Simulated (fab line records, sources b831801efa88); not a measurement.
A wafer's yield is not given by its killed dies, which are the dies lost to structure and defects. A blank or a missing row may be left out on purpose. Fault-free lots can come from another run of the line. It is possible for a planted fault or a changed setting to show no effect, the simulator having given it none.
Matching of chambers | flow sky130 | 4 sister chambers for SKY_VIA2_CMP_02 on cmp-01
The step polishes SiO2. 22 wafers are shown with their chamber, then 11 later ones without.

== WAFERS, EACH WITH ITS CHAMBER ==
wafer  | chamber | motorCurrentA (A)
L077.1 | 3       | 13.7
L077.2 | 1       | 14.1
L077.3 | 0       | 13.4
L081.1 | 2       | 11.5
L081.3 | 0       | 14.9
L081.4 | 3       | 12.7
L081.2 | 1       | 14.1
L081.5 | 1       | 14.3
L081.6 | 0       | 13.7
L082.3 | 0       | 13.8
L082.5 | 0       | 13.0
L082.6 | 1       | 13.1
L084.4 | 3       | 13.5
L084.5 | 3       | 13.6
L084.6 | 0       | 13.7
L085.2 | 2       | 11.7
L085.3 | 1       | 13.6
L085.6 | 3       | 13.3
L090.1 | 0       | 14.4
L090.5 | 0       | 14.1
L090.6 | 3       | 13.2
L093.1 | 1       | 14.1

SIGNATURES (averages over the wafers above)
reading       | chamber 0 | chamber 1 | chamber 2 | chamber 3 | scatter within a chamber
motorCurrentA | 13.875    | 13.883    | 11.600    | 13.333    | 0.478
Rule: a wafer's distance from a chamber is the root of the sum, over the readings, of the square of ((its reading less the chamber's mean) divided by the reading's scatter). If the next closest chamber is less than 2 further off than the closest, the wafer can't be placed; otherwise it belongs to the closest. The scatter: the root of (the sum of the squares of (reading less its chamber's mean) over the shown wafers, divided by (wafers less chambers)).

== WAFERS WITHOUT THEIR CHAMBER ==
wafer  | motorCurrentA (A)
L093.5 | 13.1
L093.6 | 10.9
L095.2 | 15.2
L095.4 | 13.5
L095.5 | 13.3
L097.2 | 13.7
L097.3 | 11.2
L097.4 | 13.7
L097.1 | 13.8
L097.5 | 10.9
L097.6 | 14.0

== THE CHAMBER EACH PASSED THROUGH ==
wafer  | from the rows above          | in truth
L093.5 | can't be placed: 3 or 0 or 1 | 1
L093.6 | 2                            | 2
L095.2 | can't be placed: 1 or 0 or 3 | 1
L095.4 | can't be placed: 3 or 0 or 1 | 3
L095.5 | can't be placed: 3 or 0 or 1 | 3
L097.2 | can't be placed: 0 or 1 or 3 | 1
L097.3 | 2                            | 2
L097.4 | can't be placed: 0 or 1 or 3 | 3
L097.1 | can't be placed: 0 or 1 or 3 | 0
L097.5 | 2                            | 2
L097.6 | can't be placed: 1 or 0 or 3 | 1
3 of 11 placed correctly. These rows do not allow placing 8 (true chamber among the candidates in 8). Wrongly placed: 0.
